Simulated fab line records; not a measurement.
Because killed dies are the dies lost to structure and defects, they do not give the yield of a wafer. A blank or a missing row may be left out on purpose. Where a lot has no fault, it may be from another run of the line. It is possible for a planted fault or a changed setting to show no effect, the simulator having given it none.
A lot that was struck, set against a sound lot | flow sfqLine | 43 steps out of a route of 325
Sound: the wafers L387.1, L387.2, L387.5. Wafers struck: L396.1, L396.2, L396.6. Last of all comes the cause.
Per side, at each step with rows, come the tool, then ch with its chambers, and then its first start. Under that, the readings that differ: sound wafers | struck wafers | difference of the means | sigmas: that difference in standard deviations of wafers without a fault.
alike: words and numbers the same on both sides, and readings whose means are apart by under 2 such deviations; not compared: readings that were withheld, readings missing a value for some wafer, numbers with overlapping values and no deviation given by the record, and bounds like >300 which may hide the same value.
A row with sigmas, a row that says differs or no value, or rows on one side alone: a step with any of these is where the two part. Numbers that don't overlap but have no deviation are shown without sigmas and don't part them. A reading missing from all wafers of one side parts the sides only when that side holds two or more wafers.

first, 7 steps without rows for these wafers: SFQ_TRILAYER_JJ_CE_STRIP_SOLV_CLEAN_121 (cleans in NMP, time 600 s); SFQ_TRILAYER_M5_LITHO_COAT_128 (resist thk 62 nm); SFQ_TRILAYER_M5_LITHO_COAT_123 (resist thk 600 nm); SFQ_TRILAYER_M5_LITHO_SOFTBAKE_127; SFQ_TRILAYER_M5_LITHO_EXPOSE_124 (exposes mask M5, target cd 700 nm); SFQ_TRILAYER_M5_LITHO_PEB_126 (peb time 60 s); SFQ_TRILAYER_M5_LITHO_DEVELOP_125 (time 60 s).
SFQ_M5_OVL_MEAS_932:
  sound on overlay-01 at day 71 04:55; struck on overlay-02 at day 74 20:38
  alike: M5_OVL
then, 4 steps without rows for these wafers: SFQ_TRILAYER_M5_BARC_OPEN_METAL_ETCH_161 (etches BARC in O2, target depth 125 nm, time 41.7 s); SFQ_TRILAYER_M5_ETCH_METAL_ETCH_126 (etches Nb in Cl2/BCl3, stops on SiO2, time 203.2 s, target depth 265 nm); SFQ_TRILAYER_M5_STRIP_STRIP_127 (strips in O2); SFQ_TRILAYER_M5_STRIP_SOLV_CLEAN_128 (cleans in NMP, time 600 s).
SFQ_TRILAYER_A5B_DEP_PECVD_129: deposits SiO2 from SiH4/N2O, time 133.33 s, target thk 600 nm.
  sound on pecvd-03 ch 0,1,2, day 71 05:59; struck on pecvd-02 ch 0,1, day 74 21:44
  no value came back on the struck wafers for chamberPressureTorr (Torr), heaterPowerOuterW (W), heaterPowerW (W), throttleValvePct (%); on the sound wafers chamberPressureTorr (Torr) reads 2.400 2.401 2.399
then, 1 step without rows for these wafers: SFQ_TRILAYER_A5B_CMP_CMP_130 (polishes, stops on Nb, target thk 340.7 nm).
SFQ_TRILAYER_A5B_METRO_MEASURE_131:
  sound on filmMetro-04 at day 71 17:25; struck on filmMetro-04 at day 75 07:58
SFQ_TRILAYER_R5_DEP_SPUTTER_132: material Ti, target thk 5 nm, time 5 s.
  sound on pvdSputter-04 at day 71 18:37; struck on pvdSputter-06 at day 75 09:10
  alike: throttleValvePct
then, 2 steps without rows for these wafers: SFQ_TRILAYER_R5_DEP_SPUTTER_133 (material MoNx, target thk 40 nm, time 66.7 s); SFQ_TRILAYER_R5_DEP_SPUTTER_134 (material Ti, target thk 5 nm, time 5 s).
SFQ_R5_RS_MEAS_933: measures by four-point-probe.
  sound on filmMetro-01 at day 71 18:42; struck on filmMetro-01 at day 75 09:15
  alike: R5_MONX_RS
SFQ_R5_THK_MEAS_934: measures by xrf.
  sound on filmMetro-01 at day 71 18:49; struck on filmMetro-01 at day 75 09:22
  alike: R5_MONX_THK
then, 6 steps without rows for these wafers: SFQ_TRILAYER_R5_LITHO_COAT_141 (resist thk 62 nm); SFQ_TRILAYER_R5_LITHO_COAT_136 (resist thk 600 nm); SFQ_TRILAYER_R5_LITHO_SOFTBAKE_140; SFQ_TRILAYER_R5_LITHO_EXPOSE_137 (exposes mask R5, target cd 500 nm); SFQ_TRILAYER_R5_LITHO_PEB_139 (peb time 60 s); SFQ_TRILAYER_R5_LITHO_DEVELOP_138 (time 60 s).
-- the record jumps here: 4 days lie between the struck wafers' starts before and after --
SFQ_R5_OVL_MEAS_935:
  sound on overlay-02 at day 76 13:10; struck on overlay-02 at day 79 21:07
  alike: R5_OVL
SFQ_TRILAYER_R5_BARC_OPEN_METAL_ETCH_177: etches BARC in O2, target depth 125 nm, time 41.7 s.
  sound on rieMetal-03 ch 0,1, day 76 13:12; struck on rieMetal-04 ch 0,1, day 79 21:09
  alike: drypumpMotorCurrentA, oesProductAu
  not compared: rfHoursCounterH
then, 1 step without rows for these wafers: SFQ_TRILAYER_R5_ETCH_METAL_ETCH_139 (etches the open film in Cl2, stops on SiO2, target depth 60 nm, time 40 s).
SFQ_TRILAYER_R5_STRIP_STRIP_140: strips in O2.
  sound on rieMetal-03 ch 0,1, day 76 13:19; struck on rieMetal-04 ch 0,1, day 79 21:16
  alike: drypumpMotorCurrentA, oesProductAu
  not compared: rfHoursCounterH
then, 1 step without rows for these wafers: SFQ_TRILAYER_R5_STRIP_SOLV_CLEAN_141 (cleans in NMP, time 600 s).
SFQ_TRILAYER_A5C_DEP_PECVD_142: deposits SiO2 from SiH4/N2O, time 15.556 s, target thk 70 nm.
  sound on pecvd-04 ch 1,2, day 76 14:06; struck on pecvd-03 ch 0,1, day 79 22:03
  alike: chamberPressureTorr, heaterPowerOuterW, heaterPowerW, throttleValvePct
then, 6 steps without rows for these wafers: SFQ_TRILAYER_I5_LITHO_COAT_149 (resist thk 62.43 nm); SFQ_TRILAYER_I5_LITHO_COAT_144 (resist thk 650 nm); SFQ_TRILAYER_I5_LITHO_SOFTBAKE_148; SFQ_TRILAYER_I5_LITHO_EXPOSE_145 (exposes mask I5, target cd 700 nm); SFQ_TRILAYER_I5_LITHO_PEB_147 (peb time 60 s); SFQ_TRILAYER_I5_LITHO_DEVELOP_146 (time 60 s).
SFQ_I5_OVL_MEAS_936:
  sound on overlay-02 at day 76 21:26; struck on overlay-02 at day 80 01:10
  alike: I5_OVL
SFQ_TRILAYER_I5_BARC_OPEN_VIA_ETCH_200: etches BARC in O2, target depth 125 nm, time 41.7 s.
  sound on rieDiel-02 ch 0,3, day 76 21:28; struck on rieDiel-03 ch 0,1,3, day 80 01:13
  alike: drypumpMotorCurrentA, oesProductAu
  not compared: rfHoursCounterH
then, 2 steps without rows for these wafers: SFQ_TRILAYER_I5_ETCH_VIA_ETCH_147 (etches the open film in CHF3, stops on Nb, target depth 360 nm); SFQ_TRILAYER_I5_STRIP_STRIP_148 (strips in O2).
-- the record jumps here: 14 days lie between the struck wafers' starts before and after --
SFQ_M8_BOW_MEAS_951:
  sound on filmMetro-03 at day 91 09:21; struck on filmMetro-02 at day 93 13:27
reading                | sound             | struck           | difference | sigmas
model.etest.i5.linkOhm | 2.277 2.275 2.266 | 2.103 2.11 2.101 | -0.168     | 
  alike: M8_BOW

## WHERE THEY PART
Only at SFQ_TRILAYER_A5B_DEP_PECVD_129, as far as this record shows. Later steps at which nothing parts them and some readings are alike: SFQ_TRILAYER_R5_DEP_SPUTTER_132, SFQ_R5_RS_MEAS_933, SFQ_R5_THK_MEAS_934, SFQ_R5_OVL_MEAS_935, SFQ_TRILAYER_R5_BARC_OPEN_METAL_ETCH_177, SFQ_TRILAYER_R5_STRIP_STRIP_140, SFQ_TRILAYER_A5C_DEP_PECVD_142, SFQ_I5_OVL_MEAS_936, SFQ_TRILAYER_I5_BARC_OPEN_VIA_ETCH_200, SFQ_M8_BOW_MEAS_951.

WHY: what the simulator had put in
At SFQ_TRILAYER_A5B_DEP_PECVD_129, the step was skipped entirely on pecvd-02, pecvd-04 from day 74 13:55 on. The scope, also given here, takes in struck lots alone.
